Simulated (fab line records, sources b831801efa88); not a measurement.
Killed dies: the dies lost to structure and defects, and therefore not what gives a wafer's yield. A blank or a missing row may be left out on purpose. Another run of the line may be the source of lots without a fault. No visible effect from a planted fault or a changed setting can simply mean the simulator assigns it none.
Which tool did it?    flow gf180mcu    7 lots with 21 wafers sampled at 3 steps, on a route of 602 steps

WHAT EACH GAUGE READ, for each wafer
GF_VT_IMPLANT_OVL_MEAS_29.
lot   measured      on          VT_IMPLANT_02_OVL (nm)
L388  day 7 11:22   overlay-02  -0.2 -0.9 1.4
L396  day 9 14:03   overlay-02  2.2 1.1 2.4
L398  day 10 05:04  overlay-01  0.4 -0.9 -1.2
L400  day 10 14:55  overlay-01  -3.8 -2.4 -3.1
L402  day 11 05:31  overlay-02  -0.4 -0.2 -0.5
L404  day 12 00:32  overlay-01  -0.1 -1.4 -1.7
L406  day 12 07:55  overlay-01  2.0 2.3 0.2

WHICH TOOL RAN EACH LOT (tool, then ch and the chambers of the sampled wafers, then the start)
lot   GF_STI_CMP_25                 GF_VT_IMPLANT_PEB_16
L388  cmp-02 ch 1,2, day 2 15:23    litho track-01 ch 0, day 6 19:16
L396  cmp-02 ch 0,2,3, day 4 07:17  litho track-01, day 8 20:48
L398  cmp-01 ch 1,2,3, day 4 18:08  litho track-01, day 9 11:15
L400  cmp-01 ch 0,2,3, day 5 03:10  litho track-03 ch 0, day 9 20:41
L402  cmp-02 ch 2,3, day 5 14:23    litho track-02 ch 0, day 10 10:43
L404  cmp-01 ch 1,2, day 6 02:03    litho track-03 ch 0, day 11 05:13
L406  cmp-01 ch 1,2, day 6 11:15    litho track-02 ch 0, day 11 12:07
- GF_STI_CMP_25: polishes, stops on Si3N4, t overpolish 33 s, target thk 524.6 nm.
- GF_VT_IMPLANT_PEB_16

THE ANSWER, worked out from the rows above alone
Rule: the usual values come from the lots themselves. The widest of any qualifying gaps counts: lots, ordered by their means at a reading, are off when they make up no more than a third of the lots, leave a main group of 4 or more, and stand apart from it by 3 or more times the standard deviation of that group's means. A main group whose means are all the same, to the digits that the tables above print for the reading, isn't used. Also off: a lot with no number at a reading for which 4 or more lots have one. Any other lot the step has rows for is counted as sound.
Nothing can be told from this: no lot is off at any reading shown.

WHAT HAD BEEN PUT IN BY THE SIMULATOR
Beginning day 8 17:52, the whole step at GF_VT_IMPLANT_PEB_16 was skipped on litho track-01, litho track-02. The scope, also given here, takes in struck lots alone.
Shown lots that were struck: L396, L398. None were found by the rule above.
